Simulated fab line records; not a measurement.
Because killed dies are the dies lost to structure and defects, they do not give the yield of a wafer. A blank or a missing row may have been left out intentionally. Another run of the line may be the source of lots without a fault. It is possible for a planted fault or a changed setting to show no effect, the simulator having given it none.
fab line records	flow sky130
record lots=14	wafers=42	last_day=50
route steps=708 shown VT_ADJUST_HVTR@141 SONOS_ONO@178 GATE_OXIDE@197 PAD_OPEN@708
lots with no fault: from the same line, run without faults
start_h: start of the lot's first displayed wafer, in hours after the record's first day	wait_h: hours elapsed since this lot's preceding step	" identical to the entry in the row above	L1.1+2: several wafers, shown together as one row	- value missing, or start not given	* or withheld: withheld	< > ~ a bound
route shown NAME@n: names a module that has steps shown in the file, with the first one's number in the route	usual: average and standard deviation across the fault-free wafers	same: alike in all rows	chamber/n: place in a boat	sites: each site's reading	_std_site: the standard deviation of these	_edge_site: mean of outer sites minus mean of inner sites	radius_mm: for every site, how far away it sits from the centre of the wafer	mask NAME#n: copy n	behind: the last tool/chamber to shape the wafer	hold: cause of the lot's hold/its duration in hours/its outcome	device: names the non-switching transistor (n, p or np)	end of line: the same wafers' tests at the end of the route	a step without rows: its recipe alone	killed: the dies lost at the first sort to structure and to defects; this is not the yield of the wafer	map: the dies of a wafer, with x for killed, . for not killed, _ for no die there
set.NAME: the setting that was run; set.NAME@STEP: the one run at that earlier step	model.NAME: the simulator's own value behind a step, which no gauge read
a sample of lots followed through the steps of the route, with each step as a table and each wafer as a row
services: a tool's chamber out of use, with start hour (start_h, from the record's first day; less than 0 if before it), hours out, and reason
## steps
# step SKY_VT_ADJUST_HVTR_STRIP_10
# recipe chemistry=O2/N2	power_w=1400	pressure_mtorr=1500	platen_temp_c=withheld	o2_flow_sccm=3000	n2_flow_sccm=300	overash_fraction=0.5
# usual drypump_motor_current_A=5.5/0.36	o2_flow_sccm=3000/8.9	oes_product_au=0.716/0.0043	strip_time_to_endpoint_s=14.19/0.033
lot.wafer	tool	chamber	start_h	wait_h	drypump_motor_current_A	o2_flow_sccm	oes_product_au	rf_hours_counter_h	strip_time_to_endpoint_s
L213.1	plasma_asher-01	0	215.60	0.1	5.5	3007	0.719	52	14.19
L213.4	"	1	"	"	5.3	3002	0.714	-	14.16
L213.6	"	0	"	"	5.4	2998	0.722	-	14.22
L214.2	plasma_asher-03	0	217.97	0.1	5.3	3011	0.714	42	14.17
L214.4	"	0	"	"	5.3	3009	0.704	-	14.16
L214.5	"	1	"	"	6.2	3022	0.713	-	14.17
L217.2	plasma_asher-03	0	237.67	0.1	5.3	2985	0.712	44	14.23
L217.4	"	1	"	"	6.2	3005	0.714	-	14.23
L217.5	"	1	"	"	6.2	2994	0.716	-	14.18
L218.1	plasma_asher-03	0	241.07	0.1	5.2	3005	0.707	45	14.21
L218.2	"	1	"	"	6.2	2995	0.717	45	14.18
L218.6	"	1	"	"	6.2	2999	0.715	-	14.14
L220.1	plasma_asher-02	0	254.97	0.1	5.2	2992	0.711	56	14.17
L220.2	"	1	"	"	5.9	3005	0.717	56	14.20
L220.3	"	0	"	"	5.2	2990	0.721	-	14.18
L221.1	plasma_asher-02	0	264.15	0.1	5.2	2997	0.713	57	14.19
L221.3	"	1	"	"	5.9	2982	0.724	-	14.19
L221.6	"	1	"	"	5.9	2987	0.722	-	14.17
L226.3	plasma_asher-01	1	301.45	0.1	5.3	3016	0.717	-	14.16
L226.4	"	0	"	"	5.4	2996	0.717	-	14.15
L226.5	"	1	"	"	5.3	2999	0.718	-	14.15
L227.1	plasma_asher-03	1	305.25	0.1	6.2	3000	0.724	50	14.14
L227.2	"	0	"	"	5.2	3011	0.720	50	14.20
L227.4	"	1	"	"	6.2	3008	0.714	-	14.19
L228.1	plasma_asher-01	1	316.35	0.1	5.3	2997	0.718	62	14.17
L228.3	"	1	"	"	5.3	3001	0.714	-	14.16
L228.5	"	0	"	"	5.4	3005	0.717	-	14.14
L229.2	plasma_asher-03	0	325.50	0.1	5.3	2992	0.713	52	14.20
L229.3	"	1	"	"	6.2	3009	0.715	-	14.23
L229.5	"	1	"	"	6.2	2998	0.713	-	14.21
L230.3	plasma_asher-02	0	329.90	0.1	5.2	3005	0.718	-	14.20
L230.4	"	1	"	"	5.9	2998	0.717	-	14.26
L230.6	"	1	"	"	5.9	2988	0.714	-	14.22
L232.4	plasma_asher-01	0	343.68	0.1	5.4	2993	0.713	-	14.21
L232.5	"	0	"	"	5.5	2994	0.717	-	14.20
L232.6	"	1	"	"	5.3	3004	0.713	-	14.24
L235.2	plasma_asher-01	0	368.70	0.1	5.4	2991	0.712	66	14.18
L235.4	"	1	"	"	5.3	2998	0.721	-	14.17
L235.6	"	0	"	"	5.4	3007	0.711	-	14.18
L236.3	plasma_asher-03	0	377.50	0.1	5.3	2999	0.713	-	14.15
L236.5	"	1	"	"	6.2	3016	0.715	-	14.18
L236.6	"	0	"	"	5.2	3006	0.715	-	14.14
# step SKY_SONOS_ONO_EXPOSE_10
# recipe mask_id=ONOM	target_cd_nm=410	na=0.6	source_shape=conventional	sigma_outer=0.6	dose_mj=150
lot.wafer	tool	chamber	start_h	wait_h	mask
L213.1+4+6	iline_stepper-02	0	283.79	-	ONOM#0
L214.2+4+5	iline_stepper-01	0	284.05	-	ONOM#0
L217.2+4+5	iline_stepper-02	0	306.59	-	ONOM#0
L218.1+2+6	iline_stepper-02	0	307.84	-	ONOM#0
L220.1+2+3	iline_stepper-01	0	320.92	-	ONOM#0
L221.1+3+6	iline_stepper-02	0	332.87	-	ONOM#0
L226.3+4+5	iline_stepper-02	0	374.36	-	ONOM#0
L227.1+2+4	iline_stepper-02	0	380.64	-	ONOM#0
L228.1+3+5	iline_stepper-02	0	390.29	-	ONOM#0
L230.3+4+6	iline_stepper-02	0	403.98	-	ONOM#0
L229.2+3+5	iline_stepper-02	0	404.30	-	ONOM#0
L232.4+5+6	iline_stepper-02	0	424.93	-	ONOM#0
L235.2+4+6	iline_stepper-01	0	448.94	-	ONOM#0
L236.3+5+6	iline_stepper-01	0	457.06	-	ONOM#0
# step SKY_SONOS_ONO_OVL_MEAS_14
# usual SONOS_ONO_OVL=-0.6/1.2
lot.wafer	tool	chamber	start_h	wait_h	SONOS_ONO_OVL[nm]
L213.1	overlay-02	-	296.10	0.1	-2.0
L213.4	"	-	"	"	-2.1
L213.6	"	-	"	"	-0.3
L214.2	overlay-01	-	296.27	0.1	-0.7
L214.4	"	-	"	"	-0.9
L214.5	"	-	"	"	-1.5
L217.2	overlay-02	-	319.60	0.1	0.1
L217.4	"	-	"	"	-0.4
L217.5	"	-	"	"	-1.5
L218.1	overlay-02	-	320.85	0.1	-0.1
L218.2	"	-	"	"	-1.1
L218.6	"	-	"	"	-0.7
L220.1	overlay-01	-	333.91	0.1	0.3
L220.2	"	-	"	"	-0.2
L220.3	"	-	"	"	-0.5
L221.1	overlay-02	-	345.56	0.1	-0.6
L221.3	"	-	"	"	-0.3
L221.6	"	-	"	"	0.6
L226.3	overlay-02	-	388.57	0.1	-2.9
L226.4	"	-	"	"	-0.3
L226.5	"	-	"	"	-0.5
L227.1	overlay-02	-	394.51	0.1	-0.4
L227.2	"	-	"	"	-0.5
L227.4	"	-	"	"	1.2
L228.1	overlay-02	-	405.00	0.1	42.3
L228.3	"	-	"	"	43.9
L228.5	"	-	"	"	42.7
L230.3	overlay-01	-	418.67	0.1	44.2
L230.4	"	-	"	"	43.7
L230.6	"	-	"	"	44.8
L229.2	overlay-02	-	418.85	0.1	42.2
L229.3	"	-	"	"	43.4
L229.5	"	-	"	"	44.2
L232.4	overlay-01	-	439.92	0.1	44.2
L232.5	"	-	"	"	41.5
L232.6	"	-	"	"	43.0
L235.2	overlay-02	-	464.52	0.1	2.3
L235.4	"	-	"	"	-0.9
L235.6	"	-	"	"	-1.6
L236.3	overlay-01	-	472.17	0.1	0.1
L236.5	"	-	"	"	0.6
L236.6	"	-	"	"	-1.3
# step SKY_GATE_OXIDE_OVL_MEAS_10
# usual GATE_OXIDE_OVL=-0.1/1.5
lot.wafer	tool	chamber	start_h	wait_h	GATE_OXIDE_OVL[nm]
L213.1	overlay-01	-	324.84	0.1	1.1
L213.4	"	-	"	"	-2.0
L213.6	"	-	"	"	-0.9
L214.2	overlay-01	-	325.15	0.1	2.6
L214.4	"	-	"	"	3.3
L214.5	"	-	"	"	4.1
L217.2	overlay-02	-	348.85	0.1	-0.6
L217.4	"	-	"	"	1.4
L217.5	"	-	"	"	-0.1
L218.1	overlay-01	-	349.49	0.1	-2.4
L218.2	"	-	"	"	-1.1
L218.6	"	-	"	"	-1.2
L220.1	overlay-01	-	367.06	0.1	3.1
L220.2	"	-	"	"	-0.3
L220.3	"	-	"	"	1.6
L221.1	overlay-01	-	378.86	0.1	2.7
L221.3	"	-	"	"	1.7
L221.6	"	-	"	"	0.3
L226.3	overlay-01	-	420.10	0.1	-2.1
L226.4	"	-	"	"	-2.3
L226.5	"	-	"	"	-1.5
L227.1	overlay-02	-	426.16	0.1	-2.3
L227.2	"	-	"	"	-1.5
L227.4	"	-	"	"	-1.3
L228.1	overlay-01	-	437.86	0.1	1.4
L228.3	"	-	"	"	0.9
L228.5	"	-	"	"	-2.9
L230.3	overlay-01	-	451.15	0.1	-1.3
L230.4	"	-	"	"	-0.6
L230.6	"	-	"	"	-3.4
L229.2	overlay-02	-	451.45	0.1	-0.1
L229.3	"	-	"	"	-1.5
L229.5	"	-	"	"	-0.7
L232.4	overlay-02	-	473.91	0.1	-0.4
L232.5	"	-	"	"	1.4
L232.6	"	-	"	"	-1.7
L235.2	overlay-02	-	498.52	0.1	-2.0
L235.4	"	-	"	"	-0.7
L235.6	"	-	"	"	-0.5
L236.3	overlay-01	-	504.70	0.1	-0.1
L236.5	"	-	"	"	-0.3
L236.6	"	-	"	"	-0.4
# step SKY_GATE_OXIDE_STRIP_13
# recipe chemistry=O2/N2	power_w=1400	pressure_mtorr=1500	platen_temp_c=withheld	o2_flow_sccm=3000	n2_flow_sccm=300	overash_fraction=0.5
# usual drypump_motor_current_A=5.4/0.3	o2_flow_sccm=2999/8.3	oes_product_au=0.715/0.0044	strip_time_to_endpoint_s=14.19/0.034
lot.wafer	tool	chamber	start_h	wait_h	drypump_motor_current_A	o2_flow_sccm	oes_product_au	rf_hours_counter_h	strip_time_to_endpoint_s
L213.1	plasma_asher-04	1	325.13	0.0	4.9	2997	0.712	21	14.17
L213.4	"	1	"	"	4.9	3001	0.711	-	14.21
L213.6	"	1	"	"	4.9	2999	0.722	-	14.19
L214.2	plasma_asher-02	1	325.44	0.0	5.9	2986	0.726	63	14.21
L214.4	"	1	"	"	5.9	2998	0.714	-	14.22
L214.5	"	0	"	"	5.2	3015	0.707	-	14.19
L217.2	plasma_asher-01	0	349.14	0.0	5.4	3008	0.709	64	14.24
L217.4	"	1	"	"	5.3	2992	0.711	-	14.23
L217.5	"	1	"	"	5.3	3003	0.713	-	14.24
L218.1	plasma_asher-01	0	349.78	0.0	5.4	3002	0.710	65	14.25
L218.2	"	1	"	"	5.3	2983	0.708	65	14.18
L218.6	"	0	"	"	5.4	3010	0.712	-	14.22
L220.1	plasma_asher-02	0	367.35	0.0	5.2	3003	0.716	67	14.11
L220.2	"	1	"	"	5.9	2994	0.726	67	14.20
L220.3	"	1	"	"	5.9	2995	0.719	-	14.18
L221.1	plasma_asher-04	0	379.15	0.0	5.5	3005	0.715	26	14.20
L221.3	"	1	"	"	4.9	3008	0.718	-	14.17
L221.6	"	0	"	"	5.5	3004	0.717	-	14.19
L226.3	plasma_asher-01	1	420.42	0.0	5.3	3009	0.719	-	14.21
L226.4	"	0	"	"	5.4	2997	0.715	-	14.21
L226.5	"	1	"	"	5.3	3023	0.721	-	14.22
L227.1	plasma_asher-01	1	426.46	0.0	5.3	3001	0.712	72	14.20
L227.2	"	0	"	"	5.4	2998	0.708	72	14.24
L227.4	"	1	"	"	5.3	2997	0.717	-	14.23
L228.1	plasma_asher-04	1	438.15	0.0	4.9	2996	0.712	32	14.16
L228.3	"	0	"	"	5.5	2999	0.710	-	14.20
L228.5	"	1	"	"	4.9	2999	0.714	-	14.18
L230.3	plasma_asher-01	1	451.46	0.0	5.3	2988	0.714	-	14.18
L230.4	"	0	"	"	5.4	3000	0.718	-	14.18
L230.6	"	1	"	"	5.3	2995	0.711	-	14.15
L229.2	plasma_asher-04	0	451.73	0.0	5.5	3007	0.712	33	14.22
L229.3	"	1	"	"	4.9	2998	0.713	-	14.25
L229.5	"	1	"	"	4.9	2998	0.719	-	14.24
L232.4	plasma_asher-02	0	474.21	0.0	5.2	2998	0.714	-	14.09
L232.5	"	0	"	"	5.2	2996	0.725	-	14.12
L232.6	"	1	"	"	5.9	2998	0.719	-	14.16
L235.2	plasma_asher-02	1	498.80	0.0	5.9	2986	0.720	7	14.22
L235.4	"	0	"	"	5.2	2995	0.719	-	14.16
L235.6	"	1	"	"	5.9	2991	0.716	-	14.21
L236.3	plasma_asher-02	1	505.02	0.0	5.9	2997	0.721	-	14.15
L236.5	"	1	"	"	5.8	2999	0.716	-	14.14
L236.6	"	0	"	"	5.2	3015	0.708	-	14.16
# step SKY_PAD_OPEN_PROBE_99
# usual defect_limited_yield=82.5/2.1	killed_at_M0_to_M3=44/7.3	killed_at_M4_up=3.4/1.8	killed_at_contacts=24/5.8	killed_at_front_end=15/4.9	killed_at_other=0.4/0.63	killed_dies=86/11	killed_open=47/8	killed_short=39/6.5	sort_bin_3_pad_short=0.9/0.38	sort_bin_5_function=10.4/1.6	sort_bin_6_memory=6.2/1.2	sort_n_pass=406/11	sort_yield_pct=82.5/2.1
# same gross_dies=492	killed_at_back_side=0	sort_bin_4_leakage[%]=0	sort_bin_8_speed[%]=0
lot.wafer	tool	chamber	start_h	wait_h	defect_limited_yield[%]	killed_at_M0_to_M3	killed_at_M4_up	killed_at_contacts	killed_at_front_end	killed_at_other	killed_dies	killed_open	killed_short	sort_bin_3_pad_short[%]	sort_bin_5_function[%]	sort_bin_6_memory[%]	sort_n_pass	sort_yield_pct[%]
L217.2	prober-01	-	1109.00	0.1	81.9	45	2	17	24	1	89	54	35	1.2	10.8	6.1	403	81.9
L217.4	prober-01	-	1109.10	0.2	83.9	47	2	23	7	0	79	45	34	0.6	10.6	4.9	413	83.9
L217.5	prober-01	-	1109.15	0.2	82.1	53	2	21	12	0	88	45	43	0.6	10.4	6.9	404	82.1
L220.1	prober-01	-	1118.93	0.1	80.7	49	2	28	16	0	95	57	38	1.2	11.0	7.1	397	80.7
L220.2	prober-01	-	1118.98	0.1	81.1	46	4	25	18	0	93	60	33	0.8	10.2	7.9	399	81.1
L220.3	prober-01	-	1119.03	0.2	85.0	37	1	28	8	0	74	41	33	0.8	9.1	5.1	418	85.0
L221.1	prober-01	-	1127.17	0.1	83.1	45	2	25	10	1	83	40	43	0.8	10.6	5.5	409	83.1
L221.3	prober-01	-	1127.27	0.2	85.0	46	2	14	11	1	74	45	29	1.0	9.1	4.9	418	85.0
L221.6	prober-01	-	1127.42	0.2	80.1	51	2	31	14	0	98	59	39	1.2	9.3	9.3	394	80.1
L226.3	prober-02	-	1154.77	0.2	79.5	44	1	39	16	1	101	55	45	0.8	13.8	5.9	391	79.5
L226.4	prober-02	-	1154.82	0.2	84.1	39	5	22	12	0	78	36	42	1.0	8.3	6.5	414	84.1
L226.5	prober-02	-	1154.87	0.2	83.1	47	2	20	12	2	83	47	36	0.4	9.3	7.1	409	83.1
L227.1	prober-01	-	1157.50	0.1	84.6	33	5	22	16	0	76	46	30	0.8	8.9	5.7	416	84.6
L227.2	prober-01	-	1157.55	0.1	83.9	44	3	22	9	1	79	44	35	0.6	9.3	6.1	413	83.9
L227.4	prober-01	-	1157.65	0.2	86.2	38	5	16	9	0	68	40	28	0.8	9.3	3.7	424	86.2
L235.2	prober-01	-	1197.49	0.1	80.3	57	4	23	13	0	97	50	47	1.2	11.2	7.3	395	80.3
L235.4	prober-01	-	1197.59	0.2	84.8	45	2	25	3	0	75	31	44	0.8	8.5	5.9	417	84.8
L235.6	prober-01	-	1197.69	0.2	81.1	46	3	29	15	0	93	48	45	1.2	10.8	6.9	399	81.1
# killed by level:class
L217.2 VIA3:geometric_particle:open=11 VIA1:geometric_particle:open=10 VIA2:geometric_particle:open=10 POLY_GATE:geometric_particle:short=6 FIELD_ISO:geometric_particle:open=5 POLY_GATE:geometric_particle:open=5 LI_CONTACT:geometric_particle:open=5 FIELD_ISO:geometric_particle:short=4
L217.4 VIA1:geometric_particle:open=10 VIA3:geometric_particle:open=10 LI_CONTACT:geometric_particle:open=8 VIA3:geometric_particle:short=7 CONTACT:geometric_particle:open=6 VIA1:geometric_particle:short=6 METAL2:geometric_particle:short=4 METAL1:geometric_particle:short=4
L217.5 VIA1:geometric_particle:open=12 CONTACT:geometric_particle:open=8 METAL2:geometric_particle:short=6 VIA3:geometric_particle:short=6 LI_CONTACT:geometric_particle:open=5 CONTACT:geometric_particle:short=5 METAL1:geometric_particle:short=5 VIA1:geometric_particle:short=5
L220.1 VIA1:geometric_particle:open=11 LI_CONTACT:geometric_particle:open=9 CONTACT:geometric_particle:open=9 VIA3:geometric_particle:open=9 VIA1:geometric_particle:short=6 VIA2:geometric_particle:open=6 FIELD_ISO:geometric_particle:open=5 METAL1:geometric_particle:short=5
L220.2 CONTACT:geometric_particle:open=13 VIA1:geometric_particle:open=10 FIELD_ISO:geometric_particle:open=9 VIA3:geometric_particle:open=8 LI_CONTACT:geometric_particle:open=8 VIA2:geometric_particle:open=6 VIA1:geometric_particle:short=5 POLY_GATE:geometric_particle:short=4
L220.3 CONTACT:geometric_particle:open=9 LI_CONTACT:geometric_particle:open=8 VIA1:geometric_particle:open=7 VIA2:geometric_particle:open=6 METAL1:geometric_particle:short=6 FIELD_ISO:geometric_particle:short=4 VIA3:geometric_particle:open=4 LOCAL_INTERCONNECT:geometric_particle:short=4
L221.1 CONTACT:geometric_particle:open=9 VIA2:geometric_particle:open=6 VIA1:geometric_particle:short=6 VIA1:geometric_particle:open=6 METAL2:geometric_particle:short=6 LI_CONTACT:geometric_particle:open=5 VIA3:geometric_particle:short=5 VIA3:geometric_particle:open=5
L221.3 VIA3:geometric_particle:open=13 VIA2:geometric_particle:open=8 VIA1:geometric_particle:open=7 CONTACT:geometric_particle:open=6 FIELD_ISO:geometric_particle:short=5 METAL1:geometric_particle:short=5 LI_CONTACT:geometric_particle:open=3 METAL2:geometric_particle:short=3
L221.6 CONTACT:geometric_particle:open=16 VIA3:geometric_particle:open=12 VIA1:geometric_particle:open=8 LI_CONTACT:geometric_particle:open=7 VIA1:geometric_particle:short=7 VIA2:geometric_particle:open=6 POLY_GATE:geometric_particle:short=5 CONTACT:geometric_particle:short=4
L226.3 CONTACT:geometric_particle:open=12 VIA3:geometric_particle:open=9 CONTACT:geometric_particle:short=8 VIA1:geometric_particle:open=8 LI_CONTACT:geometric_particle:open=7 LOCAL_INTERCONNECT:geometric_particle:short=7 FIELD_ISO:geometric_particle:open=5 VIA2:geometric_particle:open=5
L226.4 CONTACT:geometric_particle:open=10 METAL2:geometric_particle:short=8 VIA1:geometric_particle:open=8 METAL4:geometric_particle:short=5 VIA3:geometric_particle:open=5 LI_CONTACT:geometric_particle:open=4 CONTACT:geometric_particle:short=4 METAL1:geometric_particle:short=4
L226.5 VIA1:geometric_particle:open=9 VIA2:geometric_particle:open=9 VIA3:geometric_particle:open=8 LI_CONTACT:geometric_particle:open=7 METAL2:geometric_particle:short=7 CONTACT:geometric_particle:short=4 CONTACT:geometric_particle:open=4 POLY_GATE:geometric_particle:short=3
L227.1 VIA2:geometric_particle:open=12 LI_CONTACT:geometric_particle:open=11 VIA1:geometric_particle:open=7 FIELD_ISO:geometric_particle:open=5 FIELD_ISO:geometric_particle:short=4 POLY_GATE:geometric_particle:short=4 METAL1:geometric_particle:short=4 VIA3:geometric_particle:open=4
L227.2 VIA1:geometric_particle:open=11 CONTACT:geometric_particle:open=8 VIA2:geometric_particle:open=7 LI_CONTACT:geometric_particle:open=6 METAL3:geometric_particle:short=5 VIA3:geometric_particle:open=4 VIA1:geometric_particle:short=4 VIA2:geometric_particle:short=4
L227.4 VIA2:geometric_particle:open=8 CONTACT:geometric_particle:open=7 VIA1:geometric_particle:open=6 FIELD_ISO:geometric_particle:open=5 METAL2:geometric_particle:short=5 VIA3:geometric_particle:open=5 METAL1:geometric_particle:short=4 LOCAL_INTERCONNECT:geometric_particle:short=3
L235.2 VIA1:geometric_particle:open=12 CONTACT:geometric_particle:open=8 METAL1:geometric_particle:short=8 VIA1:geometric_particle:short=8 VIA3:geometric_particle:open=7 POLY_GATE:geometric_particle:short=5 LI_CONTACT:geometric_particle:open=5 LOCAL_INTERCONNECT:geometric_particle:short=5
L235.4 METAL2:geometric_particle:short=11 VIA1:geometric_particle:open=9 CONTACT:geometric_particle:short=9 CONTACT:geometric_particle:open=7 METAL1:geometric_particle:short=5 VIA3:geometric_particle:open=5 VIA1:geometric_particle:short=5 LOCAL_INTERCONNECT:geometric_particle:short=4
L235.6 VIA1:geometric_particle:open=11 CONTACT:geometric_particle:open=9 METAL2:geometric_particle:short=9 LOCAL_INTERCONNECT:geometric_particle:short=8 CONTACT:geometric_particle:short=8 VIA2:geometric_particle:open=8 POLY_GATE:geometric_particle:open=6 VIA3:geometric_particle:open=5
## services
tool	chamber	start_h	hours	kind
iline_stepper-02	-	208.38	1.7	pm
iline_stepper-01	-	256.17	2.3	repair
plasma_asher-03	-	272.52	2.7	repair
plasma_asher-03	-	273.02	6.1	repair
plasma_asher-04	-	318.06	2.7	repair
plasma_asher-01	-	326.82	10.3	repair
plasma_asher-03	-	328.90	1.2	repair
iline_stepper-02	0	336.24	-	calibration
plasma_asher-02	-	359.23	0.4	repair
iline_stepper-01	0	396.09	-	calibration
iline_stepper-01	-	396.18	1.7	pm
plasma_asher-02	-	421.25	9.0	pm
plasma_asher-02	0	421.25	9.0	vent_cycle
plasma_asher-02	1	421.25	9.0	vent_cycle
iline_stepper-02	-	426.56	1.7	pm
plasma_asher-02	0	430.25	-	clean
plasma_asher-02	1	430.25	-	clean
iline_stepper-02	-	433.26	4.4	pm
iline_stepper-01	-	437.45	9.5	repair
plasma_asher-03	-	479.17	28.1	pm
## key
first_sign step=SKY_SONOS_ONO_OVL_MEAS_14	reading=SONOS_ONO_OVL	direction=up	sigmas=38	usual=-0.6	struck=43.3
effect none on later readings
met_at SKY_SONOS_ONO_EXPOSE_10
struck_lots L228,L229,L230,L232
rows_end L228.1,L228.3,L228.5,L229.2,L229.3,L229.5,L230.3,L230.4,L230.6,L232.4,L232.5,L232.6
not_acting_at SKY_VT_ADJUST_HVTR_STRIP_10,SKY_GATE_OXIDE_OVL_MEAS_10,SKY_GATE_OXIDE_STRIP_13
onset_between 380.64 390.29
fault kind=scanner_matching_overlay	tool=iline_stepper-02	chamber=-	onset_h=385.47	steps=SKY_SONOS_ONO_EXPOSE_10	offset=43.835
# rows_end: these wafers met a further fault down the route, and their rows from its step on are left out
